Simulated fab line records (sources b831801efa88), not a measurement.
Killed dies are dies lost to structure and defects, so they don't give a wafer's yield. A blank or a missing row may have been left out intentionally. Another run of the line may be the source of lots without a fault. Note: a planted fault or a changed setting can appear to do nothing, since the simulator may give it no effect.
fab line records	flow sky130	part 1 of 2: steps 1 to 28 of 37
[record] lots = 5	wafers = 15	last-day = 49
route steps=708 shown LOCAL_INTERCONNECT@395 CONTACT@406
lots that met no fault: taken from a fault-free run of the same line
start-h: hours from the record's opening day to when the first of the lot's shown wafers began	wait-h: hours since the lot's step before	" repeats the value in the row above	L1.1+2: one row covering several wafers at once	- value missing, or start not given	* or withheld: withheld	< > ~ a bound
route shown NAME@n: NAME is a module with steps in the file, n the number in the route of the first one	usual: the fault-free wafers' mean and standard deviation	same: alike in all rows	chamber/n: place in a boat	sites: readings site by site	_std_site: how widely they spread, as a standard deviation	_edge_site: the outer-site mean with the inner-site mean subtracted	radius-mm: how far each site lies from the wafer's centre	mask NAME#n: copy n	behind: the last tool/chamber to shape the wafer	hold: why the lot was held/for how many hours/how that ended	device: the n, p or np transistor that did not switch	end of line: the same wafers' tests at the end of the route	a step given without rows: its recipe and nothing more	killed: dies lost to structure and defects at the first sort, not the wafer's yield	map: per-die view of a wafer (x killed, . not killed, _ where there is no die)
set.NAME: the setting as run; set.NAME@STEP: as run at that earlier step	model.NAME: the simulator's own value behind a step, which no gauge read
a table for each step, a row for each wafer; lots at some steps of the route
services: a tool's chamber out of use, with start hour (start-h, from the record's first day; less than 0 if before it), hours out, and reason
[[steps]]
[step SKY_LOCAL_INTERCONNECT_EXPOSE_08]
[recipe] mask-id = LI1M	na = 0.8	source-shape = annular	sigma-inner = 0.55	sigma-outer = 0.85	target-cd-nm = 170	dose-mj = 28
[same] na = 0.8
lot.wafer	tool	chamber	start-h	wait-h	mask
L083.1+3+4	krf-scanner-01	0	-	-	LI1M#0
L087.2+4+6	krf-scanner-02	0	-	-	LI1M#0
L089.1+3+5	krf-scanner-02	0	-	-	LI1M#0
L092.1+3+6	krf-scanner-02	0	-	-	LI1M#0
L094.1+4+6	krf-scanner-01	0	-	-	LI1M#0
[step SKY_LOCAL_INTERCONNECT_PEB_09]
[recipe] peb-temp-c = withheld	peb-time-s = withheld	resist = KrF-thick
lot.wafer	tool	chamber	start-h	wait-h
L083.1+3+4	litho-track-02	0	-	-
L087.2+4+6	litho-track-02	0	-	-
L089.1+3+5	litho-track-02	0	-	-
L092.1+3+6	litho-track-01	0	-	-
L094.1+4+6	litho-track-01	0	-	-
[step SKY_LOCAL_INTERCONNECT_DEVELOP_10]
[recipe] develop-time-s = 60	resist = KrF-thick	dev-temp-c = 21
lot.wafer	tool	chamber	start-h	wait-h
L083.1+3+4	litho-track-02	0	-	-
L087.2+4+6	litho-track-02	0	-	-
L089.1+3+5	litho-track-02	0	-	-
L092.1+3+6	litho-track-01	0	-	-
L094.1+4+6	litho-track-01	0	-	-
[step SKY_LOCAL_INTERCONNECT_CD_MEAS_11]
[recipe] target-cd-nm = 170
[usual] cd-nm = 170.2/1.5
lot.wafer	tool	chamber	start-h	wait-h	cd-nm
L083.1	cd-sem-02	-	772.61	-	169.7
L083.3	"	-	"	"	170.5
L083.4	"	-	"	"	171.4
L087.2	cd-sem-02	-	819.98	-	169.7
L087.4	"	-	"	"	170.7
L087.6	"	-	"	"	171.2
L089.1	cd-sem-01	-	825.11	-	170.7
L089.3	"	-	"	"	170.6
L089.5	"	-	"	"	169.6
L092.1	cd-sem-01	-	851.84	-	169.4
L092.3	"	-	"	"	173.1
L092.6	"	-	"	"	173.1
L094.1	cd-sem-02	-	861.39	-	169.3
L094.4	"	-	"	"	171.2
L094.6	"	-	"	"	170.8
[step SKY_LOCAL_INTERCONNECT_OVL_MEAS_12]
[usual] LOCAL_INTERCONNECT_OVL = 1/6
lot.wafer	tool	chamber	start-h	wait-h	LOCAL_INTERCONNECT_OVL[nm]
L083.1	overlay-02	-	772.73	0.1	1
L083.3	"	-	"	"	3
L083.4	"	-	"	"	-6
L087.2	overlay-01	-	820.09	0.1	-5
L087.4	"	-	"	"	-3
L087.6	"	-	"	"	-7
L089.1	overlay-02	-	825.23	0.1	-3
L089.3	"	-	"	"	0
L089.5	"	-	"	"	-9
L092.1	overlay-02	-	851.96	0.1	7
L092.3	"	-	"	"	12
L092.6	"	-	"	"	13
L094.1	overlay-02	-	861.51	0.1	1
L094.4	"	-	"	"	-5
L094.6	"	-	"	"	-9
[step SKY_LOCAL_INTERCONNECT_ETCH_13]
[recipe] chemistry = N2/H2	target = BARC	ion-energy-ev = 200	bias-w = 100	pressure-mtorr = 30	n2-flow-sccm = 100	h2-flow-sccm = 200	icp-w = 500	stop-on = SiO2	time-s = 45.9	target-depth-a = 600
[usual] drypump-motor-current-A = 5.7/0.4	oes-product-au = 0.854/0.0051	throttle-valve-pct = 13.225/0.0093
lot.wafer	tool	chamber	start-h	wait-h	drypump-motor-current-A	oes-product-au	rf-hours-counter-h	throttle-valve-pct
L083.1	rie-metal-04	1	772.77	0.0	5.2	0.858	10	13.231
L083.3	"	0	"	"	6.0	0.849	-	13.213
L083.4	"	1	"	"	5.2	0.852	-	13.236
L087.2	rie-metal-01	1	820.12	0.0	5.5	0.852	6	13.219
L087.4	"	0	"	"	5.6	0.851	-	13.239
L087.6	"	1	"	"	5.5	0.848	-	13.237
L089.1	rie-metal-01	1	825.27	0.0	5.5	0.859	6	13.215
L089.3	"	0	"	"	5.7	0.850	-	13.223
L089.5	"	1	"	"	5.5	0.863	-	13.216
L092.1	rie-metal-03	0	852.00	0.0	6.3	0.856	14	13.213
L092.3	"	0	"	"	6.2	0.855	-	13.216
L092.6	"	0	"	"	6.2	0.850	-	13.204
L094.1	rie-metal-01	1	861.55	0.0	5.5	0.859	8	13.233
L094.4	"	1	"	"	5.5	0.850	-	13.215
L094.6	"	1	"	"	5.5	0.854	-	13.211
[step SKY_LOCAL_INTERCONNECT_METAL_ETCH_14]
[recipe] target-depth-nm = 110	stop-on = PSG	chemistry = Cl2/BCl3	target = TiN	resist-sidewall-deg = 88	pressure-mtorr = 10	icp-w = 900	bias-w = 48.5	Cl2_flow_sccm = 60	bcl3-flow-sccm = 30	time-s = 31.4
[usual] drypump-motor-current-A = 5.6/0.4	oes-product-au = 0.940/0.0067	throttle-valve-pct = 21.902/0.0092
lot.wafer	tool	chamber	start-h	wait-h	drypump-motor-current-A	oes-product-au	rf-hours-counter-h	throttle-valve-pct
L083.1	rie-metal-04	1	772.83	0.0	5.2	0.945	10	21.902
L083.3	"	0	"	"	6.1	0.947	-	21.905
L083.4	"	1	"	"	5.2	0.947	-	21.907
L087.2	rie-metal-01	1	820.18	0.0	5.4	0.939	6	21.919
L087.4	"	0	"	"	5.7	0.930	-	21.924
L087.6	"	1	"	"	5.4	0.930	-	21.909
L089.1	rie-metal-01	1	825.33	0.0	5.4	0.956	6	21.895
L089.3	"	0	"	"	5.7	0.949	-	21.884
L089.5	"	1	"	"	5.4	0.955	-	21.883
L092.1	rie-metal-03	0	852.12	0.1	6.2	0.935	14	21.894
L092.3	"	0	"	"	6.2	0.940	-	21.886
L092.6	"	0	"	"	6.2	0.939	-	21.913
L094.1	rie-metal-01	1	861.61	0.0	5.5	0.943	8	21.901
L094.4	"	1	"	"	5.4	0.940	-	21.908
L094.6	"	1	"	"	5.4	0.951	-	21.898
[step SKY_LOCAL_INTERCONNECT_STRIP_15]
[recipe] chemistry = O2/N2	power-w = 1400	pressure-mtorr = 1500	platen-temp-c = withheld	o2-flow-sccm = 3000	n2-flow-sccm = 300	overash-fraction = 0.5
[usual] drypump-motor-current-A = 6.0/0.58	oes-product-au = 0.427/0.0046	strip-time-to-endpoint-s = 4.721/0.02
lot.wafer	tool	chamber	start-h	wait-h	drypump-motor-current-A	oes-product-au	rf-hours-counter-h	strip-time-to-endpoint-s
L083.1	plasma-asher-01	1	772.88	0.0	4.9	0.423	63	4.721
L083.3	"	0	"	"	6.6	0.435	-	4.712
L083.4	"	1	"	"	4.9	0.432	-	4.737
L087.2	plasma-asher-01	0	820.23	0.0	6.5	0.424	68	4.678
L087.4	"	0	"	"	6.5	0.423	-	4.702
L087.6	"	1	"	"	4.9	0.425	-	4.708
L089.1	plasma-asher-02	1	825.38	0.0	6.2	0.429	101	4.724
L089.3	"	0	"	"	5.9	0.425	-	4.729
L089.5	"	1	"	"	6.2	0.423	-	4.765
L092.1	plasma-asher-02	1	852.22	0.1	6.2	0.428	104	4.740
L092.3	"	0	"	"	5.9	0.423	-	4.706
L092.6	"	0	"	"	5.9	0.426	-	4.730
L094.1	plasma-asher-02	1	861.66	0.0	6.2	0.426	105	4.696
L094.4	"	0	"	"	5.9	0.427	-	4.719
L094.6	"	1	"	"	6.2	0.435	-	4.719
[step SKY_LOCAL_INTERCONNECT_STRIP_16]
[recipe] chemistry = post-etch-residue-remover	time-s = 1200	temp-c = 72.5
[usual] bath-guard-temp-C = 72.2/0.47
lot.wafer	tool	chamber	start-h	wait-h	bath-guard-temp-C
L083.1	wet-bench-04	1	772.98	0.1	72.3
L083.3	"	1	"	"	72.0
L083.4	"	1	"	"	72.2
L087.2	wet-bench-04	2	820.33	0.1	71.4
L087.4	"	2	"	"	71.5
L087.6	"	2	"	"	71.3
L089.1	wet-bench-04	3	825.48	0.1	72.3
L089.3	"	3	"	"	72.3
L089.5	"	3	"	"	72.1
L092.1	wet-bench-04	3	852.32	0.1	71.9
L092.3	"	3	"	"	72.0
L092.6	"	3	"	"	72.1
L094.1	wet-bench-02	0	861.76	0.1	71.8
L094.4	"	0	"	"	71.9
L094.6	"	0	"	"	71.8
[step SKY_LOCAL_INTERCONNECT_CLEAN_17]
[recipe] chemistry = IPA	time-s = 180	temp-c = 25
lot.wafer	tool	chamber	start-h	wait-h
L083.1+3+4	wet-bench-01	1	773.32	0.0
L087.2+4+6	wet-bench-02	3	820.67	0.0
L089.1+3+5	wet-bench-02	3	825.82	0.0
L092.1+3+6	wet-bench-02	0	853.01	0.0
L094.1+4+6	wet-bench-01	2	862.10	0.0
[step SKY_LOCAL_INTERCONNECT_CLEAN_18]
[recipe] chemistry = O3/DIW	dry = n2-spin
lot.wafer	tool	chamber	start-h	wait-h
L083.1+3+4	wet-bench-04	2	773.39	0.0
L087.2+4+6	wet-bench-04	1	820.79	0.0
L089.1+3+5	wet-bench-04	3	825.88	0.0
L092.1+3+6	wet-bench-04	1	853.07	0.0
L094.1+4+6	wet-bench-04	3	862.16	0.0
[step SKY_CONTACT_CVD_00]
[recipe] material = Si3N4	target-thk-nm = 75	temp-c = 400	time-s = withheld	rf-w = 450
[usual] heater-power-w = 716/63
lot.wafer	tool	chamber	start-h	wait-h	heater-power-w
L083.1	pecvd-03	0	773.48	0.0	730
L083.3	"	2	"	"	832
L083.4	"	2	"	"	668
L087.2	pecvd-02	2	820.88	0.0	753
L087.4	"	1	"	"	687
L087.6	"	0	"	"	741
L089.1	pecvd-02	1	825.97	0.0	595
L089.3	"	2	"	"	691
L089.5	"	2	"	"	690
L092.1	pecvd-02	0	853.25	0.0	787
L092.3	"	2	"	"	646
L092.6	"	2	"	"	657
L094.1	pecvd-03	1	862.26	0.0	596
L094.4	"	2	"	"	804
L094.6	"	0	"	"	748
[step SKY_CONTACT_THK_MEAS_01]
[recipe] reads = Si3N4_of_CONTACT_CVD_00
[usual] CONTACT_CVD_00_THK = 74.9/0.82
lot.wafer	tool	chamber	start-h	wait-h	CONTACT_CVD_00_THK[nm]
L083.1	film-metro-02	-	773.52	-	75.1
L083.3	"	-	"	"	74.0
L083.4	"	-	"	"	76.1
L087.2	film-metro-02	-	820.92	-	74.1
L087.4	"	-	"	"	76.0
L087.6	"	-	"	"	75.4
L089.1	film-metro-02	-	826.01	-	74.4
L089.3	"	-	"	"	74.2
L089.5	"	-	"	"	74.8
L092.1	film-metro-01	-	853.28	-	74.0
L092.3	"	-	"	"	73.4
L092.6	"	-	"	"	74.4
L094.1	film-metro-03	-	862.29	-	73.4
L094.4	"	-	"	"	75.3
L094.6	"	-	"	"	75.4
[step SKY_CONTACT_HDPCVD_02]
[recipe] material = SiO2	target-thk-nm = 565	sigma-open-frac = 0.3	time-s = 94.2	temp-c = 600	sih4-flow-sccm = 60	pressure-mtorr = 6
lot.wafer	tool	chamber	start-h	wait-h
L083.1+3+4	hdpcvd-02	2,2,1	773.58	0.1
L087.2+4+6	hdpcvd-02	2,1,0	820.97	0.0
L089.1+3+5	hdpcvd-02	1,2,1	826.07	0.1
L092.1+3+6	hdpcvd-01	1,0,2	853.34	0.1
L094.1+4+6	hdpcvd-02	0,0,2	862.35	0.1
[step SKY_CONTACT_THK_MEAS_03]
[recipe] reads = SiO2_of_CONTACT_HDPCVD_02
[usual] CONTACT_HDPCVD_THK = 562/4.9
lot.wafer	tool	chamber	start-h	wait-h	CONTACT_HDPCVD_THK[nm]
L083.1	film-metro-03	-	773.69	0.1	563
L083.3	"	-	"	"	565
L083.4	"	-	"	"	565
L087.2	film-metro-01	-	821.05	0.0	564
L087.4	"	-	"	"	566
L087.6	"	-	"	"	561
L089.1	film-metro-01	-	826.14	0.0	566
L089.3	"	-	"	"	555
L089.5	"	-	"	"	565
L092.1	film-metro-03	-	853.41	0.0	551
L092.3	"	-	"	"	553
L092.6	"	-	"	"	554
L094.1	film-metro-02	-	862.42	0.0	567
L094.4	"	-	"	"	558
L094.6	"	-	"	"	567
[step SKY_CONTACT_CMP_04]
[recipe] material = SiO2	down-force-psi = 4	platen-rpm = 60	pad-velocity-m-s = 0.94248
[usual] motor-current-A = 11.7/1.5	time-to-endpoint-s = 82/4
lot.wafer	tool	chamber	start-h	wait-h	motor-current-A	time-to-endpoint-s
L083.4	cmp-02	1	773.83	0.1	10.9	85
L083.3	"	3	"	"	11.3	80
L083.1	"	0	"	"	14.2	83
L087.4	cmp-02	3	821.16	0.1	11.4	76
L087.2	"	1	"	"	10.8	77
L087.6	"	0	"	"	14.2	76
L089.1	cmp-01	0	826.20	0.1	9.5	86
L089.3	"	2	"	"	11.3	76
L089.5	"	1	"	"	12.4	87
L092.1	cmp-01	3	853.47	0.1	11.0	80
L092.3	"	1	"	"	12.9	79
L092.6	"	3	"	"	11.4	80
L094.4	cmp-01	2	862.58	0.1	11.4	81
L094.1	"	3	"	"	10.6	90
L094.6	"	0	"	"	8.9	88
[step SKY_CONTACT_BOW_MEAS_05]
[recipe] mode = bow
[usual] CONTACT_BOW = 81/7
lot.wafer	tool	chamber	start-h	wait-h	CONTACT_BOW[um]
L083.1	film-metro-03	-	774.13	0.1	81
L083.3	"	-	"	"	77
L083.4	"	-	"	"	69
L087.2	film-metro-03	-	821.48	0.2	72
L087.4	"	-	"	"	86
L087.6	"	-	"	"	75
L089.1	film-metro-01	-	826.50	0.2	80
L089.3	"	-	"	"	93
L089.5	"	-	"	"	91
L092.1	film-metro-03	-	853.77	0.2	73
L092.3	"	-	"	"	69
L092.6	"	-	"	"	80
L094.1	film-metro-03	-	862.78	0.1	70
L094.4	"	-	"	"	87
L094.6	"	-	"	"	77
[step SKY_CONTACT_DEHYDRATE_06]
[recipe] temp-c = 200	time-s = 60
[usual] heater-power-total-W = 160.38/0.13	plate-temp-C = 200.00/0.17
lot.wafer	tool	chamber	start-h	wait-h	heater-power-total-W	plate-temp-C
L083.1	litho-track-04	0	786.50	12.3	160.41	199.90
L083.3	"	0	"	"	160.37	200.05
L083.4	"	0	"	"	160.38	199.84
L087.2	litho-track-02	0	834.09	12.6	160.35	199.97
L087.4	"	0	"	"	160.55	199.99
L087.6	"	0	"	"	160.22	199.76
L089.1	litho-track-04	0	839.10	12.6	160.18	200.28
L089.3	"	0	"	"	160.45	200.11
L089.5	"	0	"	"	160.63	200.27
L092.1	litho-track-02	0	865.51	11.7	160.46	199.82
L092.3	"	0	"	"	160.28	199.93
L092.6	"	0	"	"	160.31	199.76
L094.1	litho-track-04	0	875.20	12.4	160.25	199.68
L094.4	"	0	"	"	160.18	199.88
L094.6	"	0	"	"	160.54	199.84
[step SKY_CONTACT_HMDS_07]
[recipe] prime-time-s = 60	prime-temp-c = 120
[same] prime-time-s = 60
lot.wafer	tool	chamber	start-h	wait-h
L083.1+3+4	litho-track-04	0	786.65	0.1
L087.2+4+6	litho-track-02	0	834.24	0.1
L089.1+3+5	litho-track-04	0	839.25	0.1
L092.1+3+6	litho-track-02	0	865.66	0.1
L094.1+4+6	litho-track-04	0	875.35	0.1
[step SKY_CONTACT_COAT_08]
[recipe] resist = BARC	temp-c = withheld	time-s = withheld	spin-rpm = 3000	resist-thk-nm = 60
[usual] spin-speed-rpm = 3000.4/2.3
lot.wafer	tool	chamber	start-h	wait-h	spin-speed-rpm
L083.1	litho-track-04	0	786.80	0.1	3003.2
L083.3	"	0	"	"	2998.5
L083.4	"	0	"	"	2999.8
L087.2	litho-track-02	0	834.39	0.1	2998.0
L087.4	"	0	"	"	2999.4
L087.6	"	0	"	"	2997.2
L089.1	litho-track-04	0	839.40	0.1	2999.5
L089.3	"	0	"	"	2998.1
L089.5	"	0	"	"	3002.1
L092.1	litho-track-02	0	865.81	0.1	3000.6
L092.3	"	0	"	"	3003.3
L092.6	"	0	"	"	2999.8
L094.1	litho-track-04	0	875.50	0.1	3007.4
L094.4	"	0	"	"	3006.0
L094.6	"	0	"	"	3002.4
[step SKY_CONTACT_COAT_09]
[recipe] resist = KrF-thick	spin-rpm = 3000	resist-thk-nm = 450
[usual] spin-speed-rpm = 2999.7/2.2
lot.wafer	tool	chamber	start-h	wait-h	spin-speed-rpm
L083.1	litho-track-04	0	-	-	3000.4
L083.3	"	0	"	"	2999.3
L083.4	"	0	"	"	3003.3
L087.2	litho-track-02	0	-	-	3002.8
L087.4	"	0	"	"	3000.4
L087.6	"	0	"	"	2998.3
L089.1	litho-track-04	0	-	-	3000.1
L089.3	"	0	"	"	3006.3
L089.5	"	0	"	"	3000.5
L092.1	litho-track-02	0	-	-	3002.3
L092.3	"	0	"	"	2998.2
L092.6	"	0	"	"	3000.3
L094.1	litho-track-04	0	-	-	3000.2
L094.4	"	0	"	"	2999.7
L094.6	"	0	"	"	3001.3
[step SKY_CONTACT_SOFTBAKE_10]
[recipe] temp-c = 100	time-s = 90	resist = KrF-thick
[usual] heater-power-total-W = 57.36/0.11	plate-temp-C = 100.02/0.14
lot.wafer	tool	chamber	start-h	wait-h	heater-power-total-W	plate-temp-C
L083.1	litho-track-04	0	-	-	57.25	99.86
L083.3	"	0	"	"	57.55	99.91
L083.4	"	0	"	"	57.32	99.98
L087.2	litho-track-02	0	-	-	57.39	100.14
L087.4	"	0	"	"	57.30	100.01
L087.6	"	0	"	"	57.18	100.16
L089.1	litho-track-04	0	-	-	57.42	100.06
L089.3	"	0	"	"	57.17	99.94
L089.5	"	0	"	"	57.53	99.83
L092.1	litho-track-02	0	-	-	57.49	99.92
L092.3	"	0	"	"	57.27	99.79
L092.6	"	0	"	"	57.51	99.69
L094.1	litho-track-04	0	-	-	57.46	99.87
L094.4	"	0	"	"	57.39	100.02
L094.6	"	0	"	"	57.29	99.93
[step SKY_CONTACT_EXPOSE_11]
[recipe] mask-id = CTM1	na = 0.8	source-shape = annular	sigma-inner = 0.55	sigma-outer = 0.85	target-cd-nm = 170	dose-mj = 38
[same] na = 0.8
lot.wafer	tool	chamber	start-h	wait-h	mask
L083.1+3+4	krf-scanner-01	0	-	-	CTM1#0
L087.2+4+6	krf-scanner-01	0	-	-	CTM1#0
L089.1+3+5	krf-scanner-02	0	-	-	CTM1#0
L092.1+3+6	krf-scanner-01	0	-	-	CTM1#0
L094.1+4+6	krf-scanner-02	0	-	-	CTM1#0
[step SKY_CONTACT_PEB_12]
[recipe] peb-temp-c = withheld	peb-time-s = withheld	resist = KrF-thick
lot.wafer	tool	chamber	start-h	wait-h
L083.1+3+4	litho-track-04	0	-	-
L087.2+4+6	litho-track-04	0	-	-
L089.1+3+5	litho-track-01	0	-	-
L092.1+3+6	litho-track-04	0	-	-
L094.1+4+6	litho-track-02	0	-	-
[step SKY_CONTACT_DEVELOP_13]
[recipe] develop-time-s = 60	resist = KrF-thick	dev-temp-c = 21
lot.wafer	tool	chamber	start-h	wait-h
L083.1+3+4	litho-track-04	0	-	-
L087.2+4+6	litho-track-04	0	-	-
L089.1+3+5	litho-track-01	0	-	-
L092.1+3+6	litho-track-04	0	-	-
L094.1+4+6	litho-track-02	0	-	-
[step SKY_CONTACT_CD_MEAS_14]
[recipe] target-cd-nm = 170
[usual] cd-nm = 169.6/1.6
lot.wafer	tool	chamber	start-h	wait-h	cd-nm
L083.1	cd-sem-01	-	800.25	-	169.4
L083.3	"	-	"	"	169.0
L083.4	"	-	"	"	167.4
L087.2	cd-sem-01	-	847.77	-	168.4
L087.4	"	-	"	"	170.0
L087.6	"	-	"	"	167.9
L089.1	cd-sem-02	-	852.49	-	172.6
L089.3	"	-	"	"	173.0
L089.5	"	-	"	"	173.4
L092.1	cd-sem-02	-	879.50	-	167.1
L092.3	"	-	"	"	168.1
L092.6	"	-	"	"	168.8
L094.1	cd-sem-01	-	888.31	-	166.2
L094.4	"	-	"	"	167.0
L094.6	"	-	"	"	166.4
[step SKY_CONTACT_OVL_MEAS_15]
[usual] CONTACT_OVL = -1/5
lot.wafer	tool	chamber	start-h	wait-h	CONTACT_OVL[nm]
L083.1	overlay-02	-	800.37	0.1	2
L083.3	"	-	"	"	-1
L083.4	"	-	"	"	2
L087.2	overlay-02	-	847.87	0.1	-3
L087.4	"	-	"	"	0
L087.6	"	-	"	"	-3
L089.1	overlay-01	-	852.61	0.1	4
L089.3	"	-	"	"	5
L089.5	"	-	"	"	8
L092.1	overlay-02	-	879.62	0.1	-3
L092.3	"	-	"	"	-5
L092.6	"	-	"	"	-11
L094.1	overlay-02	-	888.45	0.1	9
L094.4	"	-	"	"	5
L094.6	"	-	"	"	6
[step SKY_CONTACT_ETCH_16]
[recipe] chemistry = N2/H2	target = BARC	ion-energy-ev = 200	source-w = 500	bias-w = 100	pressure-mtorr = 30	n2-flow-sccm = 100	h2-flow-sccm = 200	stop-on = SiO2	time-s = 45.9	target-depth-a = 600
[usual] drypump-motor-current-A = 5.9/0.46	oes-product-au = 0.854/0.0045	throttle-valve-pct = 13.225/0.009
lot.wafer	tool	chamber	start-h	wait-h	drypump-motor-current-A	oes-product-au	rf-hours-counter-h	throttle-valve-pct
L083.1	rie-diel-04	0	800.40	0.0	6.0	0.856	4	13.233
L083.3	"	2	"	"	5.2	0.857	5	13.221
L083.4	"	1	"	"	5.7	0.859	5	13.242
L087.2	rie-diel-03	2	847.90	0.0	5.6	0.844	15	13.220
L087.4	"	0	"	"	6.5	0.857	7	13.220
L087.6	"	2	"	"	5.6	0.857	-	13.221
L089.1	rie-diel-04	0	852.65	0.0	6.0	0.846	5	13.229
L089.3	"	3	"	"	6.3	0.855	18	13.223
L089.5	"	3	"	"	6.3	0.843	-	13.225
L092.1	rie-diel-04	0	879.65	0.0	6.1	0.849	6	13.247
L092.3	"	3	"	"	6.3	0.852	19	13.219
L092.6	"	0	"	"	6.0	0.860	-	13.221
L094.1	rie-diel-02	2	888.48	0.0	5.9	0.859	11	13.230
L094.4	"	1	"	"	6.2	0.854	1	13.228
L094.6	"	2	"	"	5.9	0.859	-	13.228
